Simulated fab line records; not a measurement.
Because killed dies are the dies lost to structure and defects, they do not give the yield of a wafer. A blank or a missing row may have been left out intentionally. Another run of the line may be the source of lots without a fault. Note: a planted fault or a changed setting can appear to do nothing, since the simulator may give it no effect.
Which of the tools did it? -- flow gf180mcu -- 42 wafers from 14 lots sampled at 3 of the route's 602 steps

== WHAT THE GAUGES READ, wafer by wafer ==
GF_V5_OVL_MEAS_15. Usual: for V5_OVL the level is -1 nm and the standard deviation is 5.3.
lot,measured,on,V5_OVL (nm),flag
L225,day 27 17:13,overlay-01,-7 -7 -2,
L228,day 28 20:58,overlay-01,-1 2 1,
L234,day 30 22:58,overlay-02,3 2 1,
L236,day 31 09:49,overlay-02,-5 -6 5,
L237,day 31 13:43,overlay-02,4 5 1,
L238,day 31 14:20,overlay-02,2 -2 5,
L239,day 32 03:16,overlay-01,-4 3 -1,
L240,day 32 06:58,overlay-02,1 -2 -5,
L241,day 32 14:48,overlay-01,-6 -8 -3,
L243,day 32 20:03,overlay-02,-1 -7 2,
L242,day 32 21:25,overlay-01,-1 5 0,
L244,day 33 03:14,overlay-02,-1 5 6,
L245,day 33 05:45,overlay-01,-10 -1 1,
L246,day 33 12:30,overlay-02,-13 -13 -3,

GF_V5_THK_MEAS_25: measures by xrf. Usual: for V5_W_THK the level is 348 nm and the standard deviation is 4.7.
lot,measured,on,V5_W_THK (nm),flag
L225,day 27 18:20,film metro-01,348 349 352,
L228,day 28 22:08,film metro-03,343 347 347,
L234,day 31 00:04,film metro-01,344 339 341,
L236,day 31 10:54,film metro-02,349 348 353,
L237,day 31 14:47,film metro-02,348 351 348,
L238,day 31 15:26,film metro-01,337 347 344,
L239,day 32 04:22,film metro-03,346 347 345,
L240,day 32 08:02,film metro-02,346 352 350,
L241,day 32 15:52,film metro-03,352 356 346,
L243,day 32 21:07,film metro-02,350 352 357,
L242,day 32 22:34,film metro-02,352 344 351,
L244,day 33 04:20,film metro-03,343 345 344,
L245,day 33 06:50,film metro-02,341 341 348,
L246,day 33 13:34,film metro-02,356 357 356,

== EACH LOT AND THE TOOL THAT RAN IT (in order: tool; ch and the chambers of the sampled wafers; start) ==
lot,GF_V5_SPUTTER_22
L225,"pvd sputter-01, day 27 18:03"
L228,"pvd sputter-01, day 28 21:44"
L234,"pvd sputter-04, day 30 23:46"
L236,"pvd sputter-02, day 31 10:37"
L237,"pvd sputter-01, day 31 14:30"
L238,"pvd sputter-04, day 31 15:10"
L239,"pvd sputter-02, day 32 04:04"
L240,"pvd sputter-01, day 32 07:45"
L241,"pvd sputter-04, day 32 15:35"
L243,"pvd sputter-01, day 32 20:49"
L242,"pvd sputter-01, day 32 22:17"
L244,"pvd sputter-02, day 33 04:04"
L245,"pvd sputter-02, day 33 06:34"
L246,"pvd sputter-01, day 33 13:16"
- GF_V5_SPUTTER_22: material TiN, target thk 10 nm, time 40 s.

== WHAT THE TOOLS THEMSELVES READ (means of the sampled wafers that have a number; where no wafer has one, the mark that the record gives instead) ==
GF_V5_SPUTTER_22. Usual: cathode dc power W 4000.0 W, standard deviation 0.7; chamber pressure pa 4.999 Pa, standard deviation 0.0099; throttle valve pct 29.7 %, standard deviation 1.
lot,tool,cathode dc power W (W),chamber pressure pa (Pa),throttle valve pct (%),flag
L225,pvd sputter-01,4000.2,5.003,29.5,
L228,pvd sputter-01,4000.1,5.003,28.8,
L234,pvd sputter-04,3999.8,5.004,29.9,
L236,pvd sputter-02,3999.7,4.996,30.2,
L237,pvd sputter-01,4000.6,4.994,28.8,
L238,pvd sputter-04,4000.1,5.004,29.3,
L239,pvd sputter-02,4000.1,5.007,30.1,
L240,pvd sputter-01,3999.3,5.002,29.6,
L241,pvd sputter-04,4000.0,5.003,29.3,
L243,pvd sputter-01,4000.0,4.985,29.6,
L242,pvd sputter-01,3999.4,4.999,29.5,
L244,pvd sputter-02,4000.0,4.998,31.0,
L245,pvd sputter-02,4000.4,5.004,29.5,
L246,pvd sputter-01,3999.9,4.983,29.6,

== THE ANSWER, worked out from the rows above alone ==
Rule: lot off if the mean of its wafers having a number is beyond 3 standard deviations from the usual mean. Also off: a lot with no number at a reading for which 4 or more lots have one. The other lots that the step has rows for count as sound. After the gauges, taken in route order, come the tools' own readings; for these a lot's mean is taken, as printed above. The first step at which some lot is off is used, and at that step the reading that is off furthest; a lot without a number counts as furthest.
None of the lots is off at any reading shown; this tells nothing.

== WHAT WAS PUT IN BY THE SIMULATOR ==
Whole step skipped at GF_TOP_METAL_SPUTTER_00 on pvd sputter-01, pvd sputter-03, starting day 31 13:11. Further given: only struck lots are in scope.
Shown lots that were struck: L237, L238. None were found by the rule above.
